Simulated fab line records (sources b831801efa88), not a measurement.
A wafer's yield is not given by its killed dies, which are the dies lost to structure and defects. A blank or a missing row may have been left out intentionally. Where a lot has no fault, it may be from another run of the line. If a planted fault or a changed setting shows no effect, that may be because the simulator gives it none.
Matching of chambers || flow sky130 || SKY_VIA1_CMP_24 on cmp-01: 4 sister chambers
The step polishes, stops on SiO2, t overpolish 15 s, target thk 0 nm. 8 wafers are shown with their chamber, then 7 later ones without.

## WAFERS WITH THEIR CHAMBER
{"wafer": "L257.3", "chamber": 3, "motorCurrentA (A)": 10.2, "timeToEndpointS (s)": 67.5}
{"wafer": "L272.1", "chamber": 0, "motorCurrentA (A)": 9.3, "timeToEndpointS (s)": 68.3}
{"wafer": "L272.3", "chamber": 2, "motorCurrentA (A)": 10.3, "timeToEndpointS (s)": 65.0}
{"wafer": "L274.1", "chamber": 3, "motorCurrentA (A)": 9.9, "timeToEndpointS (s)": 63.5}
{"wafer": "L274.2", "chamber": 1, "motorCurrentA (A)": 12.0, "timeToEndpointS (s)": 66.3}
{"wafer": "L274.5", "chamber": 1, "motorCurrentA (A)": 11.5, "timeToEndpointS (s)": 66.9}
{"wafer": "L275.1", "chamber": 0, "motorCurrentA (A)": 9.4, "timeToEndpointS (s)": 65.5}
{"wafer": "L275.3", "chamber": 2, "motorCurrentA (A)": 10.1, "timeToEndpointS (s)": 61.7}

## WAFERS WITHOUT THEIR CHAMBER
{"wafer": "L275.5", "motorCurrentA (A)": 10.0, "timeToEndpointS (s)": 60.0}
{"wafer": "L277.2", "motorCurrentA (A)": 10.0, "timeToEndpointS (s)": 66.6}
{"wafer": "L277.3", "motorCurrentA (A)": 9.7, "timeToEndpointS (s)": 67.1}
{"wafer": "L277.5", "motorCurrentA (A)": 9.7, "timeToEndpointS (s)": 63.6}
{"wafer": "L278.4", "motorCurrentA (A)": 9.8, "timeToEndpointS (s)": 65.9}
{"wafer": "L278.5", "motorCurrentA (A)": 12.1, "timeToEndpointS (s)": 64.9}
{"wafer": "L278.6", "motorCurrentA (A)": 9.4, "timeToEndpointS (s)": 65.6}

## THE CHAMBER EACH PASSED THROUGH
{"wafer": "L275.5", "from the rows above": "can't be placed: 2 or 3", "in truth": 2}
{"wafer": "L277.2", "from the rows above": "can't be placed: 3 or 2", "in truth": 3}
{"wafer": "L277.3", "from the rows above": "can't be placed: 0 or 3 or 2", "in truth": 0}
{"wafer": "L277.5", "from the rows above": "can't be placed: 3 or 0 or 2", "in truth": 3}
{"wafer": "L278.4", "from the rows above": "can't be placed: 3 or 0 or 2", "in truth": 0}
{"wafer": "L278.5", "from the rows above": 1, "in truth": 1}
{"wafer": "L278.6", "from the rows above": 0, "in truth": 0}
Correctly placed: 2 of 7. From these rows, 5 cannot be placed; in 5 the true chamber is one of the candidates. Number placed wrongly: 0.
How it was worked out, from the rows above alone: a wafer's distance from a chamber is the root of the sum, over the readings, of the square of ((its reading less the chamber's mean) divided by the reading's scatter). If the next closest chamber is less than 2 further off than the closest, the wafer can't be placed; otherwise it belongs to the closest. A chamber's mean is the mean of its shown wafers. The scatter: the root of (the sum of the squares of (reading less its chamber's mean) over the shown wafers, divided by (wafers less chambers)).
